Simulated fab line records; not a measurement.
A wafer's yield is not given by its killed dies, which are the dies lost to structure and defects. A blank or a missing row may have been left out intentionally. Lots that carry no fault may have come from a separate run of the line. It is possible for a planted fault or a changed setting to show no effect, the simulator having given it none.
Comparing a struck lot with a sound one ; flow gf180mcu ; 15 out of 602 route steps
Sound: wafers L865.3, L865.4, L865.5. Wafers L872.2, L872.5, L872.6 were the ones struck. At the end, the cause is stated.
Per side, at each step with rows, come the tool, then ch with its chambers, and then its first start. Under that, the readings that differ: sound wafers ; struck wafers ; difference of the means ; sigmas: that difference in standard deviations of wafers without a fault.
alike: same words and numbers on both sides, and readings whose means sit less than 2 such deviations apart. not compared: any withheld reading, any reading some wafer has no value for, any bound like >300 that may hide the same value, and any number with overlapping values for which the record gives no deviation.
A row with sigmas, a row that says differs or no value, or rows on one side alone: a step with any of these is where the two part. Non-overlapping numbers with no deviation appear without sigmas and do not part them. A reading missing from all wafers of one side parts the sides only when that side holds two or more wafers.

GF_M4_SPUTTER_01: material TiN, target thk 30 nm, time 25 s.
  sound on pvd_sputter-01 at day 23 17:37; struck on pvd_sputter-01 at day 25 20:27
  alike: throttle_valve_pct
GF_M4_SPUTTER_02: material AlCu, target thk 450 nm, time 23.9 s.
  sound on pvd_sputter-01 at day 23 17:39; struck on pvd_sputter-01 at day 25 20:29
  alike: throttle_valve_pct
GF_M4_SPUTTER_03: material Ti, target thk 10 nm, time 6.7 s.
  sound on pvd_sputter-01 at day 23 17:41; struck on pvd_sputter-01 at day 25 20:31
  alike: throttle_valve_pct
GF_M4_SPUTTER_04: material TiN, target thk 50 nm, time 41.7 s.
  sound on pvd_sputter-01 at day 23 17:42; struck on pvd_sputter-01 at day 25 20:32
  alike: throttle_valve_pct
GF_M4_RS_MEAS_05: uses a four-point probe to measure.
  sound on film_metro-02 at day 23 17:47; struck on film_metro-04 at day 25 20:35
  alike: M4_ALCU_RS
GF_M4_THK_MEAS_06: measures by xrf.
  sound on film_metro-02 at day 23 17:53; struck on film_metro-04 at day 25 20:42
  alike: M4_ALCU_THK
then, 6 steps without rows for these wafers: GF_M4_DEHYDRATE_07 (time 60 s); GF_M4_HMDS_08 (prime time 60 s); GF_M4_COAT_09 (resist thk 1000 nm); GF_M4_SOFTBAKE_10 (time 60 s); GF_M4_EXPOSE_11 (exposes mask Metal4, target cd 280 nm); GF_M4_PEB_12 (peb time 90 s).
GF_M4_DEVELOP_13: develop time 60 s.
  sound on litho_track-04 ch 0, day 24 15:40; struck on litho_track-02 ch 0, day 26 16:54
reading;sound;struck;difference;sigmas
developer_temp_C (C);20.97 20.97 20.95;21.95 22.02 21.90;+0.99;+10
  alike: chill_plate_temp_C, exhaust_pa
GF_M4_CD_MEAS_14: target cd 280 nm.
  sound on cd_sem-02 at day 24 15:49; struck on cd_sem-02 at day 26 17:03
  alike: cd_nm
-- the record jumps here: 5 days lie between the struck wafers' starts before and after (it left off in module M4 and takes up again in module PASSIVATION, whose first step shown is number 602 of the route) --
GF_PASSIVATION_PROBE_99:
  the record has rows for the struck wafers here (prober-01, day 31 20:11) and none for the sound ones

WHERE THEY PART
First at GF_M4_DEVELOP_13; last, within this record, at GF_PASSIVATION_PROBE_99.

WHY: what had been put in by the simulator
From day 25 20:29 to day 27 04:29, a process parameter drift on litho_track-02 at GF_M4_DEVELOP_13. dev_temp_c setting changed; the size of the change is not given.
